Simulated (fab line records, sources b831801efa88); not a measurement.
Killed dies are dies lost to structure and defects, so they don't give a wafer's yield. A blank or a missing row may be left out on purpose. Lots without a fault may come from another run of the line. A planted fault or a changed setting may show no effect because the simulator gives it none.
Chamber matching | flow gf180mcu | GF_CONTACT_CMP_04 on cmp-02: 4 sister chambers
The step polishes SiO2. 4 wafers are shown with their chamber, then 8 later ones without.

WAFERS WITH THEIR CHAMBER
wafer  | chamber | time_to_endpoint_s (s)
L486.1 | 0       | 108
L490.1 | 2       | 109
L490.2 | 1       | 100
L493.1 | 3       | 110

WAFERS WITHOUT THEIR CHAMBER
wafer  | time_to_endpoint_s (s)
L493.4 | 104
L493.5 | 109
L494.1 | 110
L494.2 | 110
L494.4 | 126
L496.2 | 104
L496.4 | 107
L496.6 | 107

WHICH CHAMBER EACH WENT THROUGH
wafer  | from the rows above               | in truth
L493.4 | can't be placed: 0 or 1 or 2 or 3 | 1
L493.5 | can't be placed: 2 or 0 or 3 or 1 | 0
L494.1 | can't be placed: 3 or 2 or 0 or 1 | 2
L494.2 | can't be placed: 3 or 2 or 0 or 1 | 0
L494.4 | can't be placed: 3 or 2 or 0 or 1 | 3
L496.2 | can't be placed: 0 or 1 or 2 or 3 | 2
L496.4 | can't be placed: 0 or 2 or 3 or 1 | 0
L496.6 | can't be placed: 0 or 2 or 3 or 1 | 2
Placed correctly: 0 of 8. Can't be placed from these rows: 8 (the true chamber is among the candidates in 8). Placed wrongly: 0.
How it was worked out, from the rows above alone: a wafer's distance from a chamber is the root of the sum, over the readings, of the square of ((its reading less the chamber's mean) divided by the reading's scatter). The wafer belongs to the nearest chamber; if the next one is less than 2 further off, it can't be placed. A chamber's mean is the mean of its shown wafers. The scatter: with one shown wafer a chamber, the root of the mean of the squares of how far each hidden wafer lies from its nearest shown one.
